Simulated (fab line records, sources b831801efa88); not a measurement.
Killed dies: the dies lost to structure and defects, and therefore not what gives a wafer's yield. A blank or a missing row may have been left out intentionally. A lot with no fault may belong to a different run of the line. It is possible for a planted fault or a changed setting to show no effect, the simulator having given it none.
Which tool is to blame? || flow sky130 || 7 lots (21 wafers sampled), 1 step of a 708-step route

== WHAT THE GAUGES READ, wafer by wafer ==
SKY_DNWELL_TW_MEAS_09.
{"lot": "L434", "measured": "day 3 17:16", "on": "film-metro-02", "DNWELL_TW": "1124 1130 1131"}
{"lot": "L436", "measured": "day 4 04:43", "on": "film-metro-01", "DNWELL_TW": "1126 1123 1125"}
{"lot": "L440", "measured": "day 4 23:34", "on": "film-metro-01", "DNWELL_TW": "1128 1117 1116"}
{"lot": "L444", "measured": "day 5 20:34", "on": "film-metro-03", "DNWELL_TW": "1107 1109 1109"}
{"lot": "L447", "measured": "day 6 12:00", "on": "film-metro-03", "DNWELL_TW": "1105 1102 1103"}
{"lot": "L452", "measured": "day 7 14:52", "on": "film-metro-02", "DNWELL_TW": "1132 1137 1132"}
{"lot": "L455", "measured": "day 8 11:25", "on": "film-metro-02", "DNWELL_TW": "1116 1118 1116"}

== WHICH TOOL RAN EACH LOT (tool, then ch and the chambers of the sampled wafers, then the start) ==
No process step before these readings appears in the record.

== THE ANSWER, worked out from the rows above alone ==
Rule: the lots themselves supply what counts as usual. Put in order of their means at a reading, lots are off if they are a third of the lots or fewer, leave a main group of 4 or more, and stand apart from it by a gap of 3 or more times the standard deviation of the main group's means; of several such gaps the widest counts. Not used: any main group whose means are identical at the precision the tables above print for the reading. A lot without any number at a reading at which 4 lots or more have one is off too. Where the step has rows for the other lots, those lots are counted as sound.
No lot is off at any reading shown: from this, nothing can be told.

== WHAT THE SIMULATOR HAD INSERTED ==
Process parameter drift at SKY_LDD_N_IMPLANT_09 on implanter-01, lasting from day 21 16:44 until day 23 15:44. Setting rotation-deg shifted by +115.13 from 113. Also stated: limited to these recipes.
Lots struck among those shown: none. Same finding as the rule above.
